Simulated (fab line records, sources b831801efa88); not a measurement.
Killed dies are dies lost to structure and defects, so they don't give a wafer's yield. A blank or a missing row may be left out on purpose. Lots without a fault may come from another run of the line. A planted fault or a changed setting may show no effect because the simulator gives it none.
Which tool did it? | flow sky130 | 7 lots, 21 wafers sampled, at 1 step of a route of 708

WHAT THE GAUGES READ, wafer by wafer
SKY_RES_PROTECT_TW_MEAS_08.
lot  | measured     | on            | POLY_GATE_TW
L131 | day 15 10:46 | film_metro-02 | 4015 4004 3997
L134 | day 16 07:11 | film_metro-02 | 4044 4027 4042
L136 | day 17 02:01 | film_metro-03 | 4016 4055 4015
L143 | day 19 20:59 | film_metro-03 | 4026 4025 4053
L147 | day 21 16:01 | film_metro-04 | 4056 4069 4062
L151 | day 22 15:35 | film_metro-04 | 4043 4058 4041
L153 | day 23 05:40 | film_metro-02 | 3989 3999 4009

WHICH TOOL RAN EACH LOT (tool, then ch and the chambers of the sampled wafers, then the start)
The record holds no process step before these readings.

THE ANSWER, worked out from the rows above alone
Rule: what is usual is taken from the lots themselves. Put in order of their means at a reading, lots are off if they are a third of the lots or fewer, leave a main group of 4 or more, and stand apart from it by a gap of 3 or more times the standard deviation of the main group's means; of several such gaps the widest counts. A main group whose means are all the same, to the digits that the tables above print for the reading, isn't used. A lot without any number at a reading at which 4 lots or more have one is off too. The other lots that the step has rows for count as sound.
No lot is off at any reading shown: from this, nothing can be told.

WHAT THE SIMULATOR HAD PUT IN
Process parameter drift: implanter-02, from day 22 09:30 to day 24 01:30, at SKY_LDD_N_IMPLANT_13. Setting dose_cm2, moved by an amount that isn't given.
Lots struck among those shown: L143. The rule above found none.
